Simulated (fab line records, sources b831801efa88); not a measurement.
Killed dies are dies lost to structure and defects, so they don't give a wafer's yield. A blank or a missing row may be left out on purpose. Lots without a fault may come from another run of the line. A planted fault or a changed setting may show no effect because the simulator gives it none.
Which tool did it? | flow gf180mcu | 11 lots, 33 wafers sampled, at 6 steps of a route of 602

WHAT THE GAUGES READ, wafer by wafer
GF_CONTACT_THK_MEAS_26: measures by xrf. Usual: CONTACT_W_THK 296 nm, standard deviation 6.3.
lot  | measured     | on            | CONTACT_W_THK (nm) | flag
L745 | day 15 23:44 | film_metro-02 | 293 302 307        |
L746 | day 16 17:39 | film_metro-04 | 292 302 297        |
L751 | day 18 09:17 | film_metro-04 | 289 287 297        |
L753 | day 19 04:20 | film_metro-02 | 303 303 304        |
L754 | day 19 13:30 | film_metro-01 | 296 296 297        |
L755 | day 19 21:53 | film_metro-04 | 298 287 288        |
L756 | day 20 09:54 | film_metro-01 | 290 299 294        |
L758 | day 21 05:55 | film_metro-01 | 287 298 300        |
L765 | day 23 10:26 | film_metro-02 | 296 304 296        |
L767 | day 24 04:13 | film_metro-02 | 298 297 300        |
L768 | day 24 10:56 | film_metro-04 | 297 305 306        |

GF_M1_RS_MEAS_05: measures by four-point-probe. Usual: M1_ALCU_RS 0.0696 ohm/sq, standard deviation 0.00063.
lot  | measured     | on            | M1_ALCU_RS (ohm/sq)  | flag
L745 | day 16 00:31 | film_metro-01 | 0.0696 0.0696 0.0695 |
L746 | day 16 18:16 | film_metro-03 | 0.0693 0.0697 0.0688 |
L751 | day 18 09:53 | film_metro-04 | 0.0702 0.0707 0.0709 |
L753 | day 19 04:56 | film_metro-03 | 0.0696 0.0696 0.0692 |
L754 | day 19 14:05 | film_metro-01 | 0.0702 0.0702 0.0704 |
L755 | day 19 22:28 | film_metro-03 | 0.0703 0.0697 0.0897 | OFF
L756 | day 20 10:30 | film_metro-03 | 0.0698 0.0691 0.0691 |
L758 | day 21 06:29 | film_metro-04 | 0.0905 0.0703 0.0704 | OFF
L765 | day 23 11:22 | film_metro-04 | 0.0692 0.0690 0.0691 |
L767 | day 24 04:49 | film_metro-01 | 0.0699 0.0694 0.0695 |
L768 | day 24 14:36 | film_metro-03 | 0.0702 0.0705 0.0704 |

GF_M1_THK_MEAS_06: measures by xrf. Usual: M1_ALCU_THK 440 nm, standard deviation 4.6.
lot  | measured     | on            | M1_ALCU_THK (nm) | flag
L745 | day 16 00:37 | film_metro-01 | 439 439 441      |
L746 | day 16 18:21 | film_metro-03 | 441 440 445      |
L751 | day 18 09:59 | film_metro-04 | 434 432 430      |
L753 | day 19 05:02 | film_metro-03 | 441 440 444      |
L754 | day 19 14:12 | film_metro-01 | 435 435 433      |
L755 | day 19 22:35 | film_metro-03 | 437 441 343      | OFF
L756 | day 20 10:36 | film_metro-03 | 437 443 443      |
L758 | day 21 06:37 | film_metro-04 | 343 435 435      | OFF
L765 | day 23 11:29 | film_metro-04 | 442 446 445      |
L767 | day 24 04:55 | film_metro-01 | 434 441 439      |
L768 | day 24 14:43 | film_metro-03 | 436 436 436      |

GF_M1_CD_MEAS_14: target cd 230 nm. Usual: cd_nm 230.0 nm, standard deviation 1.2.
lot  | measured     | on        | cd_nm (nm)        | flag
L745 | day 16 22:41 | cd_sem-02 | 231.8 229.8 230.4 |
L746 | day 17 17:22 | cd_sem-01 | 228.5 229.1 229.2 |
L751 | day 19 10:10 | cd_sem-02 | 229.2 227.7 229.4 |
L753 | day 20 04:29 | cd_sem-02 | 230.3 229.5 230.2 |
L754 | day 20 13:58 | cd_sem-02 | 229.7 230.1 230.6 |
L755 | day 20 22:07 | cd_sem-02 | 230.3 230.5 229.4 |
L756 | day 21 10:02 | cd_sem-01 | 228.0 230.1 227.8 |
L758 | day 22 06:11 | cd_sem-01 | 229.6 228.5 228.5 |
L765 | day 24 09:55 | cd_sem-01 | 230.3 230.5 231.3 |
L767 | day 25 02:23 | cd_sem-01 | 228.1 227.7 228.5 |
L768 | day 25 12:16 | cd_sem-01 | 231.3 231.6 230.7 |

WHICH TOOL RAN EACH LOT (tool, then ch and the chambers of the sampled wafers, then the start)
lot  | GF_CONTACT_CMP_27             | GF_M1_SPUTTER_02
L745 | cmp-02 ch 0,2, day 16 00:00   | pvd_sputter-04, day 16 00:23
L746 | cmp-01 ch 0,2,3, day 16 17:47 | pvd_sputter-02, day 16 18:07
L751 | cmp-01 ch 1,2,3, day 18 09:20 | pvd_sputter-02, day 18 09:46
L753 | cmp-01 ch 1,2, day 19 04:23   | pvd_sputter-02, day 19 04:49
L754 | cmp-02 ch 0,1, day 19 13:34   | pvd_sputter-02, day 19 13:59
L755 | cmp-01 ch 0,1,3, day 19 21:59 | pvd_sputter-02, day 19 22:22
L756 | cmp-02 ch 0,1,3, day 20 09:56 | pvd_sputter-04, day 20 10:22
L758 | cmp-02 ch 0,2, day 21 06:01   | pvd_sputter-02, day 21 06:24
L765 | cmp-01 ch 0,2, day 23 10:51   | pvd_sputter-01, day 23 11:17
L767 | cmp-02 ch 0,1,3, day 24 04:16 | pvd_sputter-02, day 24 04:42
L768 | cmp-02 ch 0,1, day 24 10:59   | pvd_sputter-04, day 24 14:29
- GF_CONTACT_CMP_27: polishes, stops on SiO2, t overpolish 15 s, target thk 0 nm.
- GF_M1_SPUTTER_02: material AlCu, target thk 450 nm, time 23.9 s.

WHAT THE TOOLS THEMSELVES READ (means of the sampled wafers that have a number; where no wafer has one, the mark that the record gives instead)
GF_CONTACT_CMP_27. Usual: motor_current_A 10.9 A, standard deviation 1.4; overpolish_run_s 15.000 s, standard deviation 0.0097; time_to_endpoint_s 73.1 s, standard deviation 2.8.
lot  | tool   | motor_current_A (A) | overpolish_run_s (s) | time_to_endpoint_s (s) | flag
L745 | cmp-02 | 12.7                | 14.989               | 70.6                   |
L746 | cmp-01 | 10.6                | 14.992               | 70.2                   |
L751 | cmp-01 | 9.6                 | 15.006               | 70.7                   |
L753 | cmp-01 | 9.1                 | 15.004               | 71.6                   |
L754 | cmp-02 | 11.7                | 15.006               | 75.0                   |
L755 | cmp-01 | 11.0                | 14.989               | 72.9                   |
L756 | cmp-02 | 10.8                | 15.009               | 70.2                   |
L758 | cmp-02 | 12.2                | 15.005               | 70.9                   |
L765 | cmp-01 | 11.5                | 14.990               | 74.5                   |
L767 | cmp-02 | 11.0                | 15.008               | 73.5                   |
L768 | cmp-02 | 11.6                | 15.002               | 73.6                   |

GF_M1_SPUTTER_02. Usual: throttle_valve_pct 30.3 %, standard deviation 0.92.
lot  | tool           | throttle_valve_pct (%) | flag
L745 | pvd_sputter-04 | 30.7                   |
L746 | pvd_sputter-02 | 30.2                   |
L751 | pvd_sputter-02 | 30.3                   |
L753 | pvd_sputter-02 | 29.9                   |
L754 | pvd_sputter-02 | 29.9                   |
L755 | pvd_sputter-02 | 30.1                   |
L756 | pvd_sputter-04 | 30.5                   |
L758 | pvd_sputter-02 | 29.9                   |
L765 | pvd_sputter-01 | 29.9                   |
L767 | pvd_sputter-02 | 29.8                   |
L768 | pvd_sputter-04 | 30.2                   |

THE ANSWER, worked out from the rows above alone
Rule: a lot is off if the mean of its wafers that have a number lies more than 3 standard deviations from the usual mean. A lot without any number at a reading at which 4 lots or more have one is off too. The other lots that the step has rows for count as sound. The gauges are gone through in route order, then the tools' own readings, and for those a lot's mean is taken as printed above. The first step at which some lot is off is used, and at that step the reading that is off furthest; a lot without a number counts as furthest.
Off: L755, L758, at GF_M1_RS_MEAS_05 (M1_ALCU_RS).
A tool fits if, at a process step before that reading, it ran every lot that is off, and no sound lot after the first of them. The gauges at GF_M1_RS_MEAS_05 are tried like those tools. None of those tried fits.

WHAT THE SIMULATOR HAD PUT IN
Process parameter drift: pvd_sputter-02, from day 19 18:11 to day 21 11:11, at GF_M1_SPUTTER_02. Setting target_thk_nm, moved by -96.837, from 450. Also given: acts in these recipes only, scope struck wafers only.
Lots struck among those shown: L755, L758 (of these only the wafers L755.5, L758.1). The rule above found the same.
